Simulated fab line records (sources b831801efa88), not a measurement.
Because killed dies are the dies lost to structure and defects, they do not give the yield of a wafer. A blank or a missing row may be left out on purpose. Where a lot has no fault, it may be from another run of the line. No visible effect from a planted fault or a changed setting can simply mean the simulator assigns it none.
Which tool is to blame? | flow sky130 | 36 wafers sampled from 12 lots at 1 step of a route of 708

WHAT THE GAUGES READ, wafer by wafer
SKY_FIELD_ISO_THK_MEAS_02. Usual: FIELD_ISO_OXIDATION_00_THK 11.82 nm, standard deviation 0.29.
lot  | measured    | on           | FIELD_ISO_OXIDATION_00_THK (nm) | flag
L368 | day 1 11:58 | filmMetro-01 | 11.49 11.39 11.43               | 
L370 | day 1 22:43 | filmMetro-01 | 11.43 11.56 11.49               | 
L375 | day 2 22:39 | filmMetro-01 | 12.28 12.21 12.17               | 
L376 | day 3 03:38 | filmMetro-02 | 11.23 11.19 11.04               | 
L377 | day 3 09:35 | filmMetro-03 | 11.79 12.00 11.87               | 
L378 | day 3 13:40 | filmMetro-03 | 11.41 11.37 11.38               | 
L380 | day 4 00:05 | filmMetro-02 | 12.08 11.98 12.07               | 
L382 | day 4 09:38 | filmMetro-03 | 11.98 11.97 12.22               | 
L386 | day 5 05:49 | filmMetro-01 | 12.00 11.89 11.95               | 
L387 | day 5 11:07 | filmMetro-02 | 11.83 12.19 11.62               | 
L390 | day 6 07:45 | filmMetro-01 | 11.69 11.77 11.74               | 
L391 | day 6 07:45 | filmMetro-03 | 12.06 12.10 11.95               | 

EACH LOT AND THE TOOL THAT RAN IT (in order: tool; ch and the chambers of the sampled wafers; start)
There is no process step in the record ahead of these readings.

WHAT THE TOOLS THEMSELVES READ (means of the sampled wafers that have a number; where no wafer has one, the mark that the record gives instead)
The record holds no such reading with a usual standard deviation.

THE ANSWER, worked out from the rows above alone
Rule: a lot counts as off when the mean over its wafers that have a number is more than 3 standard deviations away from the usual mean. A lot without any number at a reading at which 4 lots or more have one is off too. All remaining lots with rows at the step are treated as sound. First the gauges in route order, then the tools' own readings, where a lot's mean is used as printed above. At the first step where some lot is off, the reading lying furthest off is the one used; lots without a number count as furthest.
Across all readings shown, no lot is off: no conclusion can be drawn from this.

WHAT THE SIMULATOR HAD INSERTED
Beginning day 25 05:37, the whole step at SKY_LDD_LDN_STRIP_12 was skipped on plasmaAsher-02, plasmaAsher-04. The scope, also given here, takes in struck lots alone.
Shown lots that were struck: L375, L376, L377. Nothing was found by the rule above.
